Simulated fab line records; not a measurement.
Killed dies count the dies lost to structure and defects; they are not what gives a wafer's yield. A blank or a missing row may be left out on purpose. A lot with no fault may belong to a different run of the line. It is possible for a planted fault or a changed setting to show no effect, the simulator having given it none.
Comparing a struck lot with a sound one + flow gf180mcu + 14 steps out of a route of 602
Sound: these wafers, L757.4, L757.5, L757.6. Struck: wafers L765.1, L765.4, L765.5. The cause is named last.
Each step with rows lists, per side, the tool, then ch with its chambers, then its first start. Under that, the readings that differ: sound wafers + struck wafers + difference of the means + sigmas: that difference in standard deviations of wafers without a fault.
alike: same words and numbers on both sides, and readings whose means sit less than 2 such deviations apart. not compared: any withheld reading, any reading some wafer has no value for, any bound like >300 that may hide the same value, and any number with overlapping values for which the record gives no deviation.
Wherever a step has rows on one side only, a row that says differs or no value, or a row with sigmas, the two part there. Non-overlapping numbers with no deviation appear without sigmas and do not part them. Lack of a reading on every wafer of one side parts them only where that side has two or more wafers.

GF_V2_OVL_MEAS_15:
  struck on overlay-02, day 25 00:29; sound on overlay-02, day 22 17:05
  alike: V2_OVL
then, 2 steps without rows for these wafers: GF_V2_ETCH_16 (etches BARC in N2/H2); GF_V2_ETCH_17 (etches SiO2 in C4F8/O2/Ar, stops on TiN, target depth 630 nm).
GF_V2_STRIP_18: strips in O2/N2.
  sound on plasmaAsher-03 ch 0,1, day 22 17:16; struck on plasmaAsher-02 ch 0,1, day 25 00:40
  alike: drypumpMotorCurrentA, heaterPowerW, oesProductAu
  not compared: rfHoursCounterH
then, 2 steps without rows for these wafers: GF_V2_STRIP_19 (strips in post etch residue remover, time 1200 s); GF_V2_CLEAN_20 (cleans in DIW).
GF_V2_SPUTTER_21: material Ti, target thk 15 nm, time 80.02 s.
  struck on pvdSputter-02, day 25 01:11; sound on pvdSputter-03, day 22 17:48
  alike: cathodeDcPowerW, chamberPressurePa, throttleValvePct
GF_V2_SPUTTER_22: material TiN, target thk 10 nm, time 40 s.
  struck on pvdSputter-02, day 25 01:15; sound on pvdSputter-03, day 22 17:52
  alike: cathodeDcPowerW, chamberPressurePa, throttleValvePct
then, 1 step without rows for these wafers: GF_V2_CVD_23 (deposits W, target thk 350 nm, time 104.94 s).
GF_V2_RS_MEAS_24: uses a four-point probe to measure.
  struck on filmMetro-04, day 25 01:24; sound on filmMetro-04, day 22 18:04
  alike: V2_W_RS
GF_V2_THK_MEAS_25: measures by xrf.
  struck on filmMetro-04, day 25 01:31; sound on filmMetro-04, day 22 18:10
  alike: V2_W_THK
GF_V2_CMP_26: polishes, stops on SiO2, t overpolish 15 s, target thk 0 nm.
  sound on cmp-01 ch 0,1,2, day 22 18:29; struck on cmp-01 ch 0,3, day 25 01:35
  alike: motorCurrentA, overpolishRunS, timeToEndpointS
GF_M3_SPUTTER_00: material Ti, target thk 37.5 nm, time 150 s.
  struck on pvdSputter-03, day 25 01:53; sound on pvdSputter-03, day 22 18:41
  no value came back on the struck wafers for cathodeDcPowerW (W), chamberPressurePa (Pa), throttleValvePct (%); on the sound wafers cathodeDcPowerW (W) reads 4001.3 4000.5 4000.3
GF_M3_SPUTTER_01: material TiN, target thk 30 nm, time 25 s.
  struck on pvdSputter-03, day 25 01:59; sound on pvdSputter-03, day 22 18:47
  alike: cathodeDcPowerW, chamberPressurePa, throttleValvePct

WHERE THEY PART
Only at GF_M3_SPUTTER_00, within this record. Later steps at which nothing parts them and some readings are alike: GF_M3_SPUTTER_01.

WHY: the cause the simulator had injected
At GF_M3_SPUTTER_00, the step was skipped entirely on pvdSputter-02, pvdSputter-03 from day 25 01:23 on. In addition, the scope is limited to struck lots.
